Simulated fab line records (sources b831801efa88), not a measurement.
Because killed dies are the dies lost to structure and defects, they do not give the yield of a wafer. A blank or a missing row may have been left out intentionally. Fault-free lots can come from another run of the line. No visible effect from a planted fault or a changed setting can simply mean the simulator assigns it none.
Which tool is to blame? | flow sky130 | 11 lots (33 wafers sampled), 1 step of a 708-step route

## WHAT THE GAUGES READ, wafer by wafer
SKY_DNWELL_TW_MEAS_09. Usual: for DNWELL_TW the level is 1117 and the standard deviation is 16.
lot  | measured    | on            | DNWELL_TW      | flag
L210 | day 3 16:16 | film-metro-03 | 1133 1138 1135 |
L212 | day 4 04:16 | film-metro-01 | 1099 1091 1091 |
L214 | day 4 11:48 | film-metro-02 | 1104 1104 1102 |
L216 | day 4 22:33 | film-metro-02 | 1090 1099 1099 |
L217 | day 5 10:06 | film-metro-01 | 1109 1099 1105 |
L223 | day 6 19:43 | film-metro-01 | 1112 1102 1109 |
L224 | day 6 20:16 | film-metro-02 | 1107 1105 1101 |
L228 | day 7 18:45 | film-metro-03 | 1144 1135 1141 |
L229 | day 7 23:55 | film-metro-02 | 1103 1109 1108 |
L230 | day 8 03:25 | film-metro-03 | 1132 1128 1132 |
L231 | day 8 07:10 | film-metro-02 | 1109 1108 1108 |

## TOOL THAT RAN EACH LOT (tool first, then ch and the chambers of the sampled wafers, then the start)
No process step before these readings appears in the record.

## WHAT THE TOOLS THEMSELVES READ (means of the sampled wafers that have a number; where no wafer has one, the mark that the record gives instead)
The record holds no such reading with a usual standard deviation.

## THE ANSWER, worked out from the rows above alone
Rule: a lot counts as off when the mean over its wafers that have a number is more than 3 standard deviations away from the usual mean. Also off: a lot with no number at a reading for which 4 or more lots have one. Where the step has rows for the other lots, those lots are counted as sound. After the gauges, taken in route order, come the tools' own readings; for these a lot's mean is taken, as printed above. The first step at which some lot is off is used, and at that step the reading that is off furthest; a lot without a number counts as furthest.
Nothing can be told from this: no lot is off at any reading shown.

## WHAT THE SIMULATOR PUT IN
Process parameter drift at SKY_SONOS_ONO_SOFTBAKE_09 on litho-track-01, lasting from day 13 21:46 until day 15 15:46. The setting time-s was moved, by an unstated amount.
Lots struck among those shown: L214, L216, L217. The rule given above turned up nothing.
